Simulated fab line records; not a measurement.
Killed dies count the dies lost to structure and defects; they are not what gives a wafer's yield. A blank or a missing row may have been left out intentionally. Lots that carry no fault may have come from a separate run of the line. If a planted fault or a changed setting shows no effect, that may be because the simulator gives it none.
fab line records -- flow sky130
record lots=10, wafers=30, last_day=49
route steps=708 shown VIA3@596 CAP2M@617 PASSIVATION@683
lots that met no fault: from a run of the same line without faults
start_h: hours from the record's first day to the start of the lot's first wafer shown -- wait_h: hours elapsed since this lot's preceding step -- " the same as in the row above -- L1.1+2: a single row standing in for several wafers -- - no value, or no start given -- * or withheld: withheld -- < > ~ a bound
route shown NAME@n: NAME is a module with steps in the file, n the number in the route of the first one -- usual: mean/standard deviation of fault-free wafers -- same: alike in all rows -- chamber/n: place in a boat -- sites: readings site by site -- _std_site: standard deviation of those values -- _edge_site: inner sites' mean taken away from outer sites' mean -- radius_mm: for every site, how far away it sits from the centre of the wafer -- mask NAME#n: copy n -- behind: tool/chamber where the wafer was last shaped -- hold: reason for holding the lot/hours on hold/outcome of the hold -- device: names the non-switching transistor (n, p or np) -- end of line: at the end of the route, the tests of the same wafers -- step lacking rows: just its recipe -- killed: dies that structure and defects cost at the first sort, which is not the same as the wafer's yield -- map: dies across one wafer; x = killed, . = not, _ = none there
set.NAME: the run value of the setting; set.NAME@STEP: its run value at that earlier step -- model.NAME: the simulator's own value behind a step, which no gauge read
steps of the route over a sample of lots; a table a step, a row a wafer
services: when a tool's chamber went out of use (start_h, in hours from the record's first day, below 0 if earlier), for how many hours, and the reason
## steps
# step SKY_VIA3_THK_MEAS_23
# recipe thk_meas_gauge=xrf, reads=W_of_VIA3_CVD_21
# usual VIA3_W_THK=399/7.4
lot.wafer,tool,chamber,start_h,wait_h,VIA3_W_THK[nm]
L559.2,film_metro-03,-,936.93,0.1,391
L559.3,film_metro-03,-,936.93,0.1,387
L559.5,film_metro-03,-,936.93,0.1,384
L561.2,film_metro-04,-,947.26,0.1,399
L561.3,film_metro-04,-,947.26,0.1,392
L561.4,film_metro-04,-,947.26,0.1,394
L565.1,film_metro-03,-,976.66,0.1,394
L565.3,film_metro-03,-,976.66,0.1,392
L565.6,film_metro-03,-,976.66,0.1,390
L564.1,film_metro-02,-,977.03,0.1,408
L564.2,film_metro-02,-,977.03,0.1,405
L564.5,film_metro-02,-,977.03,0.1,404
L566.3,film_metro-03,-,985.84,0.1,389
L566.4,film_metro-03,-,985.84,0.1,380
L566.6,film_metro-03,-,985.84,0.1,387
L572.2,film_metro-04,-,1017.83,0.1,407
L572.4,film_metro-04,-,1017.83,0.1,405
L572.6,film_metro-04,-,1017.83,0.1,403
L571.1,film_metro-02,-,1021.30,0.1,407
L571.2,film_metro-02,-,1021.30,0.1,408
L571.5,film_metro-02,-,1021.30,0.1,408
L574.2,film_metro-03,-,1039.98,0.1,396
L574.3,film_metro-03,-,1039.98,0.1,392
L574.6,film_metro-03,-,1039.98,0.1,392
L576.1,film_metro-02,-,1054.04,0.1,409
L576.2,film_metro-02,-,1054.04,0.1,403
L576.6,film_metro-02,-,1054.04,0.1,409
L577.1,film_metro-02,-,1054.42,0.1,403
L577.2,film_metro-02,-,1054.42,0.1,411
L577.6,film_metro-02,-,1054.42,0.1,411
# step SKY_VIA3_CMP_24
# recipe stop_on=SiO2, t_overpolish_s=20, down_force_psi=3.5, platen_rpm=60, target_thk_nm=0, pad_velocity_m_s=0.94248
# usual motor_current_A=10.4/0.63, overpolish_run_s=20.000/0.0088, retaining_ring_pressure_frac=0.999/0.0047, slurry_filter_dp_kPa=13.50/0.15, time_to_endpoint_s=94.9/3
lot.wafer,tool,chamber,start_h,wait_h,motor_current_A,overpolish_run_s,retaining_ring_pressure_frac,slurry_filter_dp_kPa,time_to_endpoint_s
L559.3,cmp-01,3,937.03,0.1,10.6,20.018,1.000,13.43,95.0
L559.2,cmp-01,0,937.03,0.1,11.4,20.004,0.994,13.51,90.2
L559.5,cmp-01,2,937.03,0.1,10.2,20.002,1.003,13.52,89.9
L561.4,cmp-02,0,947.36,0.1,9.8,20.002,0.995,13.64,98.0
L561.2,cmp-02,1,947.36,0.1,10.1,19.999,0.997,13.72,96.2
L561.3,cmp-02,2,947.36,0.1,10.5,20.007,0.996,13.45,91.9
L565.1,cmp-02,3,976.72,0.1,10.3,19.998,1.008,13.55,97.4
L565.3,cmp-02,0,976.72,0.1,9.6,19.989,0.997,13.51,96.5
L565.6,cmp-02,3,976.72,0.1,10.0,19.994,1.003,13.30,96.3
L564.2,cmp-01,2,977.09,0.0,10.4,20.012,0.994,13.45,88.7
L564.1,cmp-01,3,977.09,0.0,11.0,19.997,1.004,13.80,94.8
L564.5,cmp-01,3,977.09,0.0,11.3,19.986,1.003,13.30,92.3
L566.4,cmp-02,3,985.88,0.0,10.3,19.989,1.000,13.64,91.7
L566.3,cmp-02,1,985.88,0.0,9.5,20.004,1.003,13.57,96.9
L566.6,cmp-02,0,985.88,0.0,9.7,20.005,1.010,13.59,98.2
L572.2,cmp-02,3,1017.88,0.0,10.7,20.007,1.004,13.50,95.6
L572.4,cmp-02,1,1017.88,0.0,10.2,19.987,0.992,13.39,97.5
L572.6,cmp-02,3,1017.88,0.0,10.3,19.989,0.999,13.33,95.0
L571.2,cmp-01,2,1021.64,0.3,10.4,20.004,1.010,13.47,93.8
L571.1,cmp-01,1,1021.64,0.3,10.2,20.002,1.002,13.94,103.0
L571.5,cmp-01,2,1021.64,0.3,10.6,20.010,0.997,13.53,95.7
L574.3,cmp-01,2,1040.08,0.1,10.6,19.994,0.997,13.43,94.9
L574.2,cmp-01,3,1040.08,0.1,11.0,19.999,0.994,13.58,98.5
L574.6,cmp-01,1,1040.08,0.1,9.5,20.000,0.994,13.61,95.0
L576.2,cmp-01,3,1054.10,0.0,11.2,19.992,0.990,13.17,97.7
L576.1,cmp-01,2,1054.10,0.0,10.2,19.998,1.005,13.74,95.3
L576.6,cmp-01,0,1054.10,0.0,10.8,19.996,1.005,13.62,98.7
L577.2,cmp-01,3,1054.48,0.0,11.2,19.993,1.001,13.58,95.0
L577.1,cmp-01,2,1054.48,0.0,10.5,20.007,1.001,13.76,91.2
L577.6,cmp-01,3,1054.48,0.0,11.0,20.003,0.996,13.31,96.0
# step SKY_CAP2M_STRIP_14
# recipe chemistry=O2/N2, power_w=1400, pressure_mtorr=1500, platen_temp_c=withheld, o2_flow_sccm=3000, n2_flow_sccm=300, overash_fraction=0.5
# usual drypump_motor_current_A=5.3/0.31, oes_product_au=0.710/0.0045, strip_time_to_endpoint_s=12.68/0.04
lot.wafer,tool,chamber,start_h,wait_h,drypump_motor_current_A,oes_product_au,rf_hours_counter_h,strip_time_to_endpoint_s
L559.2,plasma_asher-03,1,961.37,0.1,5.3,0.706,19,12.68
L559.3,plasma_asher-03,1,961.37,0.1,5.4,0.711,-,12.62
L559.5,plasma_asher-03,0,961.37,0.1,6.1,0.715,-,12.60
L561.2,plasma_asher-03,1,971.13,0.1,5.3,0.712,20,12.67
L561.3,plasma_asher-03,1,971.13,0.1,5.3,0.713,-,12.65
L561.4,plasma_asher-03,0,971.13,0.1,6.1,0.708,-,12.65
L565.1,plasma_asher-04,0,1000.37,0.1,5.1,0.706,82,12.68
L565.3,plasma_asher-04,1,1000.37,0.1,5.4,0.707,-,12.74
L565.6,plasma_asher-04,0,1000.37,0.1,5.1,0.710,-,12.70
L564.1,plasma_asher-01,0,1001.03,0.1,5.0,0.714,59,12.67
L564.2,plasma_asher-01,1,1001.03,0.1,5.0,0.708,59,12.69
L564.5,plasma_asher-01,0,1001.03,0.1,5.1,0.715,-,12.71
L566.3,plasma_asher-01,0,1009.71,0.1,5.1,0.709,-,12.73
L566.4,plasma_asher-01,1,1009.71,0.1,5.0,0.717,-,12.75
L566.6,plasma_asher-01,1,1009.71,0.1,5.0,0.701,-,12.67
L572.2,plasma_asher-03,0,1040.37,0.1,6.1,0.709,25,12.62
L572.4,plasma_asher-03,0,1040.37,0.1,6.1,0.719,-,12.64
L572.6,plasma_asher-03,1,1040.37,0.1,5.3,0.706,-,12.64
L571.1,plasma_asher-01,1,1044.18,0.1,5.0,0.715,63,12.70
L571.2,plasma_asher-01,0,1044.18,0.1,5.1,0.714,63,12.70
L571.5,plasma_asher-01,0,1044.18,0.1,5.1,0.712,-,12.71
L574.2,plasma_asher-04,1,1062.15,0.1,5.4,0.708,91,12.67
L574.3,plasma_asher-04,0,1062.15,0.1,5.1,0.709,-,12.68
L574.6,plasma_asher-04,0,1062.15,0.1,5.1,0.699,-,12.68
L576.1,plasma_asher-01,1,1075.67,0.1,5.0,0.713,68,12.67
L576.2,plasma_asher-01,0,1075.67,0.1,5.1,0.699,68,12.66
L576.6,plasma_asher-01,1,1075.67,0.1,5.0,0.706,-,12.67
L577.1,plasma_asher-04,0,1076.62,0.1,5.1,0.705,92,12.69
L577.2,plasma_asher-04,1,1076.62,0.1,5.3,0.712,92,12.70
L577.6,plasma_asher-04,0,1076.62,0.1,5.1,0.712,-,12.70
# step SKY_PASSIVATION_CVD_02
# recipe material=Si3N4, target_thk_nm=540, temp_c=400, time_s=withheld, rf_w=450
# usual heater_power_w=736/86, rf_fwd_power_W=449.1/1.4
lot.wafer,tool,chamber,start_h,wait_h,heater_power_w,rf_fwd_power_W
L559.2,pecvd-01,1,1035.51,0.0,756,449.5
L559.3,pecvd-01,2,1035.51,0.0,677,449.0
L559.5,pecvd-01,2,1035.51,0.0,684,449.2
L561.2,pecvd-01,1,1044.71,0.0,788,448.5
L561.3,pecvd-01,2,1044.71,0.0,739,450.7
L561.4,pecvd-01,1,1044.71,0.0,621,446.6
L565.1,pecvd-02,0,1071.59,0.1,661,450.2
L565.3,pecvd-02,1,1071.59,0.1,733,448.8
L565.6,pecvd-02,1,1071.59,0.1,769,449.3
L564.1,pecvd-01,2,1072.43,0.1,691,448.3
L564.2,pecvd-01,0,1072.43,0.1,742,450.0
L564.5,pecvd-01,0,1072.43,0.1,748,447.5
L566.3,pecvd-01,2,1081.13,0.0,686,450.6
L566.4,pecvd-01,2,1081.13,0.0,711,448.6
L566.6,pecvd-01,1,1081.13,0.0,652,450.8
L572.2,pecvd-04,2,1109.12,0.0,822,445.2
L572.4,pecvd-04,2,1109.12,0.0,834,445.8
L572.6,pecvd-04,0,1109.12,0.0,652,449.5
L571.1,pecvd-01,1,1111.37,0.1,767,375.7
L571.2,pecvd-01,2,1111.37,0.1,666,447.7
L571.5,pecvd-01,0,1111.37,0.1,705,452.0
L574.2,pecvd-02,2,1127.62,0.0,659,446.6
L574.3,pecvd-02,1,1127.62,0.0,821,450.5
L574.6,pecvd-02,1,1127.62,0.0,663,449.5
L576.1,pecvd-04,2,1140.44,0.1,910,450.0
L576.2,pecvd-04,1,1140.44,0.1,882,448.4
L576.6,pecvd-04,0,1140.44,0.1,529,450.8
L577.1,pecvd-02,0,1140.44,0.1,732,448.7
L577.2,pecvd-02,1,1140.44,0.1,759,451.2
L577.6,pecvd-02,1,1140.44,0.1,778,451.7
# step SKY_PASSIVATION_THK_MEAS_03
# recipe reads=Si3N4_of_PASSIVATION_CVD_02
# usual PASSIVATION_CVD_02_THK=540/6.4
lot.wafer,tool,chamber,start_h,wait_h,PASSIVATION_CVD_02_THK[nm]
L559.2,film_metro-03,-,1035.86,-,539
L559.3,film_metro-03,-,1035.86,-,549
L559.5,film_metro-03,-,1035.86,-,553
L561.2,film_metro-04,-,1045.06,-,535
L561.3,film_metro-04,-,1045.06,-,543
L561.4,film_metro-04,-,1045.06,-,545
L565.1,film_metro-04,-,1071.82,-,538
L565.3,film_metro-04,-,1071.82,-,537
L565.6,film_metro-04,-,1071.82,-,541
L564.1,film_metro-02,-,1072.65,-,532
L564.2,film_metro-02,-,1072.65,-,528
L564.5,film_metro-02,-,1072.65,-,538
L566.3,film_metro-02,-,1081.38,-,538
L566.4,film_metro-02,-,1081.38,-,543
L566.6,film_metro-02,-,1081.38,-,545
L572.2,film_metro-03,-,1109.36,-,540
L572.4,film_metro-03,-,1109.36,-,555
L572.6,film_metro-03,-,1109.36,-,555
L571.1,film_metro-04,-,1111.60,-,500
L571.2,film_metro-04,-,1111.60,-,533
L571.5,film_metro-04,-,1111.60,-,537
L574.2,film_metro-02,-,1127.86,-,539
L574.3,film_metro-02,-,1127.86,-,542
L574.6,film_metro-02,-,1127.86,-,548
L576.1,film_metro-02,-,1140.66,-,535
L576.2,film_metro-02,-,1140.66,-,542
L576.6,film_metro-02,-,1140.66,-,552
L577.1,film_metro-03,-,1140.66,-,531
L577.2,film_metro-03,-,1140.66,-,536
L577.6,film_metro-03,-,1140.66,-,546
# step SKY_PASSIVATION_ETCH_11
# recipe chemistry=CF4/O2, target_depth_nm=725, stop_on=AlCu, source_w=800, bias_w=150, pressure_mtorr=150, cf4_flow_sccm=80, O2_flow_sccm=10, time_s=161.1
# usual drypump_motor_current_A=5.8/0.42, oes_product_au=0.977/0.006, rf_fwd_power_W=797.0/2.4, throttle_valve_pct=5.963/0.0083
lot.wafer,tool,chamber,start_h,wait_h,drypump_motor_current_A,oes_product_au,rf_fwd_power_W,rf_hours_counter_h,throttle_valve_pct
L559.2,rie_diel-02,0,1058.01,-,5.2,0.970,798.2,6,5.972
L559.3,rie_diel-02,3,1058.01,-,6.0,0.988,797.1,9,5.969
L559.5,rie_diel-02,1,1058.01,-,5.8,0.987,803.0,-,5.956
L561.2,rie_diel-01,0,1066.17,-,5.5,0.977,798.6,33,5.966
L561.3,rie_diel-01,3,1066.17,-,5.5,0.977,795.5,18,5.953
L561.4,rie_diel-01,2,1066.17,-,6.8,0.976,800.7,17,5.959
L565.1,rie_diel-02,0,1092.31,-,5.2,0.976,794.6,7,5.947
L565.3,rie_diel-02,2,1092.31,-,6.2,0.969,801.2,14,5.961
L565.6,rie_diel-02,3,1092.31,-,5.9,0.982,796.0,-,5.970
L564.1,rie_diel-02,2,1093.66,-,6.1,0.972,797.1,14,5.948
L564.2,rie_diel-02,0,1093.66,-,5.2,0.977,800.3,7,5.969
L564.5,rie_diel-02,2,1093.66,-,6.2,0.981,796.9,-,5.964
L566.3,rie_diel-04,1,1101.32,-,5.5,0.978,796.2,10,5.955
L566.4,rie_diel-04,3,1101.32,-,6.3,0.972,798.6,19,5.953
L566.6,rie_diel-04,3,1101.32,-,6.3,0.978,794.4,-,5.966
L572.2,rie_diel-02,2,1128.12,-,6.2,0.976,796.8,15,5.965
L572.4,rie_diel-02,3,1128.12,-,6.0,0.992,796.4,12,5.967
L572.6,rie_diel-02,3,1128.12,-,6.0,0.981,800.7,-,5.966
L571.1,rie_diel-04,3,1131.11,-,6.3,0.944,802.7,20,5.955
L571.2,rie_diel-04,0,1131.11,-,5.9,0.974,797.3,9,5.951
L571.5,rie_diel-04,2,1131.11,-,5.6,0.967,797.9,-,5.950
L574.2,rie_diel-01,3,1146.37,-,5.5,0.977,793.4,21,5.971
L574.3,rie_diel-01,2,1146.37,-,6.8,0.978,796.8,19,5.958
L574.6,rie_diel-01,3,1146.37,-,5.6,0.983,795.3,-,5.967
L576.1,rie_diel-02,0,1157.77,-,5.2,0.973,790.9,9,5.955
L576.2,rie_diel-02,1,1157.77,-,5.8,0.978,797.9,13,5.968
L576.6,rie_diel-02,2,1157.77,-,6.1,0.995,799.5,-,5.955
L577.1,rie_diel-01,1,1157.91,-,5.5,0.978,796.9,25,5.954
L577.2,rie_diel-01,2,1157.91,-,6.7,0.976,795.2,20,5.957
L577.6,rie_diel-01,2,1157.91,-,6.7,0.983,795.9,-,5.993
## services
tool,chamber,start_h,hours,kind
cmp-01,-,915.50,4.0,pm
plasma_asher-01,-,916.76,1.6,repair
cmp-01,-,930.78,3.3,repair
cmp-02,-,947.66,2.0,repair
rie_diel-02,-,974.44,0.8,repair
cmp-01,-,982.39,12.0,repair
cmp-01,-,998.73,6.5,pm
plasma_asher-01,-,1012.34,2.8,pm
cmp-02,-,1018.18,8.7,pm
cmp-01,-,1023.97,0.7,repair
rie_diel-02,-,1024.31,2.8,pm
rie_diel-02,3,1027.67,6.4,repair
pecvd-01,0,1030.96,16.2,repair
rie_diel-02,1,1066.55,4.2,repair
cmp-01,-,1066.92,0.9,repair
rie_diel-02,2,1070.16,1.7,repair
cmp-02,-,1084.23,4.0,pm
cmp-01,-,1086.88,1.4,repair
cmp-02,-,1097.61,1.1,repair
cmp-01,-,1106.48,3.3,repair
pecvd-01,-,1107.59,0.5,repair
cmp-01,-,1139.09,0.9,repair
pecvd-01,-,1150.93,0.6,repair
cmp-01,-,1154.99,8.2,pm
## key
first_sign step=SKY_PASSIVATION_CVD_02, reading=rf_fwd_power_W, direction=down, sigmas=53, usual=449.1, struck=375.7
effect step=SKY_PASSIVATION_THK_MEAS_03, reading=PASSIVATION_CVD_02_THK, direction=down, sigmas=6.2, usual=540, struck=500
effect step=SKY_PASSIVATION_ETCH_11, reading=oes_product_au, direction=down, sigmas=5.4, usual=0.977, struck=0.944
met_at SKY_PASSIVATION_CVD_02
struck_lots L571
struck_wafers L571.1
not_acting_at SKY_VIA3_THK_MEAS_23,SKY_VIA3_CMP_24,SKY_CAP2M_STRIP_14
onset_between 1081.13 1111.37
fault kind=process_parameter_drift, tool=pecvd-01, chamber=1, onset_h=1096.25, steps=SKY_PASSIVATION_CVD_02, channel=rf_w, offset=-72, shape=step, end_h=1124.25, acts_in=these_recipes_only, stated=450
